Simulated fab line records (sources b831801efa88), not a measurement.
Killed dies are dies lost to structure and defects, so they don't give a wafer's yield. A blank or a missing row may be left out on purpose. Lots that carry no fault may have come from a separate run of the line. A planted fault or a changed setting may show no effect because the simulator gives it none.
Which of the tools did it? + flow sky130 + 12 lots with 36 wafers sampled at 2 steps, on a route of 708 steps

WHAT THE GAUGES READ, wafer by wafer
SKY_VT_ADJUST_HVTR_OVL_MEAS_08.
| lot  | measured     | on         | VT_ADJUST_HVTR_OVL (nm) |
|------|--------------|------------|-------------------------|
| L075 | day 9 22:59  | overlay-02 | -2.3 -1.8 0.0           |
| L077 | day 10 16:56 | overlay-02 | 1.4 1.6 1.7             |
| L079 | day 11 02:29 | overlay-02 | 1.4 0.1 -1.4            |
| L081 | day 11 13:35 | overlay-02 | 0.0 -2.1 -1.5           |
| L083 | day 12 07:25 | overlay-02 | 0.2 1.2 2.4             |
| L085 | day 12 18:59 | overlay-02 | -1.1 0.3 -0.7           |
| L087 | day 13 09:41 | overlay-02 | 0.5 2.4 1.1             |
| L089 | day 14 00:49 | overlay-01 | -1.3 -3.3 -1.8          |
| L092 | day 15 03:05 | overlay-01 | -1.5 -3.7 -2.8          |
| L093 | day 15 09:14 | overlay-02 | 2.7 3.2 1.5             |
| L096 | day 16 09:13 | overlay-01 | 0.2 0.4 0.7             |
| L097 | day 17 01:43 | overlay-02 | 0.9 3.5 1.6             |

EACH LOT AND THE TOOL THAT RAN IT (in order: tool; ch and the chambers of the sampled wafers; start)
| lot  | SKY_DNWELL_STRIP_08                 |
|------|-------------------------------------|
| L075 | plasma_asher-02 ch 0,1, day 3 13:02 |
| L077 | plasma_asher-02 ch 0,1, day 4 02:10 |
| L079 | plasma_asher-04 ch 0,1, day 4 09:29 |
| L081 | plasma_asher-02 ch 0,1, day 4 17:11 |
| L083 | plasma_asher-04 ch 0,1, day 5 05:35 |
| L085 | plasma_asher-03 ch 0,1, day 5 15:25 |
| L087 | plasma_asher-04 ch 0,1, day 6 02:53 |
| L089 | plasma_asher-03 ch 0,1, day 6 14:19 |
| L092 | plasma_asher-03 ch 0,1, day 7 07:56 |
| L093 | plasma_asher-04 ch 0,1, day 7 12:17 |
| L096 | plasma_asher-03 ch 0,1, day 8 06:02 |
| L097 | plasma_asher-03 ch 0,1, day 8 18:02 |
- SKY_DNWELL_STRIP_08: strips in O2/N2.

THE ANSWER, worked out from the rows above alone
Rule: what is usual is taken from the lots themselves. Put in order of their means at a reading, lots are off if they are a third of the lots or fewer, leave a main group of 4 or more, and stand apart from it by a gap of 3 or more times the standard deviation of the main group's means; of several such gaps the widest counts. A main group whose means are all the same, to the digits that the tables above print for the reading, isn't used. A lot without any number at a reading at which 4 lots or more have one is off too. Where the step has rows for the other lots, those lots are counted as sound.
Across all readings shown, no lot is off: no conclusion can be drawn from this.

WHAT THE SIMULATOR HAD PUT IN
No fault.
